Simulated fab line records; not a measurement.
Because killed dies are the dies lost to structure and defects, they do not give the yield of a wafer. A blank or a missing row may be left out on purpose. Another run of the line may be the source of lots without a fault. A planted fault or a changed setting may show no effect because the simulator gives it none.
A struck lot beside a sound one	flow sky130	13 steps out of a route of 708
Sound: wafers L177.1, L177.2, L177.3. The struck wafers were L187.1, L187.3, L187.4. At the end, the cause is stated.
Order at every step that has rows: each side's tool, ch and its chambers, its first start. Under that, the readings that differ: sound wafers	struck wafers	difference of the means	sigmas: that difference in standard deviations of wafers without a fault.
alike: readings with means less than 2 such deviations apart, plus words and numbers identical on both sides. not compared: withheld readings, readings lacking a value on some wafer, bounds such as >300 that could conceal the same value, and numbers that have no deviation in the record and whose values overlap.
Wherever a step has rows on one side only, a row that says differs or no value, or a row with sigmas, the two part there. Numbers that have no deviation but don't overlap get no sigmas and don't part them. Lack of a reading on every wafer of one side parts them only where that side has two or more wafers.

SKY_VIA1_CD_MEAS_12 targets a cd of 150 nm.
  sound on cd sem-02, day 36 07:14; struck on cd sem-01, day 39 04:17
  alike: cd nm
SKY_VIA1_OVL_MEAS_13:
  sound on overlay-01, day 36 07:21; struck on overlay-01, day 39 04:24
  alike: VIA1_OVL
SKY_VIA1_ETCH_14: etches BARC in N2/H2, stops on SiO2, time 45.9 s, target depth 60 nm.
  sound on rie diel-02 ch 0,1,3, day 36 07:23; struck on rie diel-02 ch 0,1,3, day 39 04:26
  alike: drypump motor current A, h2 flow sccm, oes product au, throttle valve pct
  not compared: rf hours counter h
SKY_VIA1_ETCH_15: etches SiO2 in C4F8/O2/Ar, stops on TiN, target depth 351 nm, time 54 s.
  sound on rie diel-02 ch 0,1,3, day 36 07:26; struck on rie diel-02 ch 0,1,3, day 39 04:29
  alike: oes product au
  not compared: rf hours counter h
SKY_VIA1_STRIP_16: strips in O2/N2.
  sound on plasma asher-01 ch 0,1, day 36 07:28; struck on plasma asher-03 ch 0,1, day 39 04:31
  alike: drypump motor current A, oes product au, strip time to endpoint s
  not compared: rf hours counter h
then, 3 steps without rows for these wafers: SKY_VIA1_STRIP_17 (strips in post etch residue remover, time 1200 s); SKY_VIA1_CLEAN_18 (cleans in IPA, time 180 s); SKY_VIA1_CLEAN_19 (cleans in O3/DIW).
SKY_VIA1_SPUTTER_20: material TiN, target thk 20 nm, time 80 s.
  sound on pvd sputter-03, day 36 08:04; struck on pvd sputter-01, day 39 05:07
  alike: throttle valve pct
SKY_VIA1_CVD_21: deposits W, target thk 270 nm, time 80.902 s.
  sound on cvd w-02 ch 0,1, day 36 08:08; struck on cvd w-01 ch 0,1, day 39 05:11
  alike: heater power w
SKY_VIA1_RS_MEAS_22: uses a four-point probe to measure.
  sound on film metro-02, day 36 08:13; struck on film metro-04, day 39 05:17
  alike: VIA1_W_RS
SKY_VIA1_THK_MEAS_23: measures by xrf.
  sound on film metro-02, day 36 08:20; struck on film metro-04, day 39 05:24
reading	sound	struck	difference	sigmas
VIA1_W_THK (nm)	276 269 275	267 263 267	-8	-2
SKY_VIA1_CMP_24: polishes, stops on SiO2, t overpolish 15 s, target thk 0 nm.
  sound on cmp-02 ch 0,1,3, day 36 08:30; struck on cmp-02 ch 0,1,2, day 39 05:31
reading	sound	struck	difference	sigmas
overpolish run s (s)	14.997 15.010 14.992	0.037 0.038 0.035	-14.963	-99 or more
time to endpoint s (s)	63.2 62.8 67.5	104.7 103.7 104.6	+39.8	+16
  alike: motor current A

## WHERE THEY PART
First at SKY_VIA1_THK_MEAS_23; last, within this record, at SKY_VIA1_CMP_24.

WHY: what had been put in by the simulator
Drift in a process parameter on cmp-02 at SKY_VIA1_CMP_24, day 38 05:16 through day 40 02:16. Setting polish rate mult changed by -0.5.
